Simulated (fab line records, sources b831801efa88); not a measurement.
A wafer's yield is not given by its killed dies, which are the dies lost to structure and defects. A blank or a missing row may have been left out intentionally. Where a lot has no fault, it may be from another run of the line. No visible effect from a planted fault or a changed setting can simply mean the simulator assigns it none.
A single fault, viewed from 2 desks || flow gf180mcu || each desk has only its own numbers; what lay behind them comes last

DESK OF THE TOOL OWNER: pvd sputter-03
The tool's own readings at GF_TOP_METAL_SPUTTER_01 (material TiN, target thk 30 nm, time 25 s): means of the sampled wafers that have a number, for each lot that ran on this tool. Any lot whose mean is over 4 standard deviations away from the usual mean is out of limits and marked OUT; that distance is given in the brackets.
Columns: A = chamber pressure pa at GF_TOP_METAL_SPUTTER_01, usual 0.3999 Pa; B = throttle valve pct at GF_TOP_METAL_SPUTTER_01, usual 29.7 %
{"lot": "L320", "first seen here": "day 28 01:02", "A": 0.3996, "B": 30.5}
{"lot": "L324", "first seen here": "day 29 05:17", "A": 0.3996, "B": 30.5}
{"lot": "L325", "first seen here": "day 29 15:46", "A": 0.3997, "B": 29.8}
{"lot": "L326", "first seen here": "day 29 21:22", "A": "0.4147 (+17) OUT", "B": 29.4}
{"lot": "L328", "first seen here": "day 30 10:23", "A": "0.4142 (+16) OUT", "B": 30.0}
{"lot": "L339", "first seen here": "day 33 09:10", "A": 0.3996, "B": 30.0}
This desk's finding: out of limits on L326, L328; first on L326, day 29 21:22 (chamber pressure pa at GF_TOP_METAL_SPUTTER_01). L320, L324, L325, L339 stayed within limits.

METROLOGY DESK
Means of the sampled wafers that have a number, per lot and without regard to the tool the lot ran on: this is what the gauges read. Any lot whose mean is over 4 standard deviations away from the usual mean is out of limits and marked OUT; that distance is given in the brackets.
Columns: A = V4_OVL at GF_V4_OVL_MEAS_15, usual 3 nm
{"lot": "L318", "first seen here": "day 24 11:13", "A": 6}
{"lot": "L320", "first seen here": "day 25 06:49", "A": 1}
{"lot": "L321", "first seen here": "day 25 11:41", "A": 3}
{"lot": "L322", "first seen here": "day 25 20:56", "A": 11}
{"lot": "L324", "first seen here": "day 26 13:47", "A": 3}
{"lot": "L325", "first seen here": "day 27 00:26", "A": 9}
{"lot": "L326", "first seen here": "day 27 06:01", "A": 4}
{"lot": "L328", "first seen here": "day 27 20:34", "A": -3}
{"lot": "L331", "first seen here": "day 28 16:55", "A": 2}
{"lot": "L336", "first seen here": "day 30 02:55", "A": -5}
{"lot": "L338", "first seen here": "day 30 11:31", "A": -5}
{"lot": "L339", "first seen here": "day 31 00:44", "A": 10}
{"lot": "L341", "first seen here": "day 31 07:43", "A": -6}
This desk found nothing out of limits on any of the 13 lots.

PUT TOGETHER
An alarm could have come from the tool owner's desk at day 29 21:22, on L326, L328.
The metrology desk saw nothing out of limits.
The metrology desk has L326, L328 on record, within its limits.
Every lot named ran GF_TOP_METAL_SPUTTER_01 on pvd sputter-03.

WHAT THE SIMULATOR PUT IN
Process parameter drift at GF_TOP_METAL_SPUTTER_01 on pvd sputter-03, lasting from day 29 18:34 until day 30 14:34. The setting chamber pressure pa was moved by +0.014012, starting from 0.4. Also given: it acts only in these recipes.
Lots struck among those shown: L326, L328.
Each desk's first reading out of limits, in hours after the fault started: the tool owner's desk, 3.
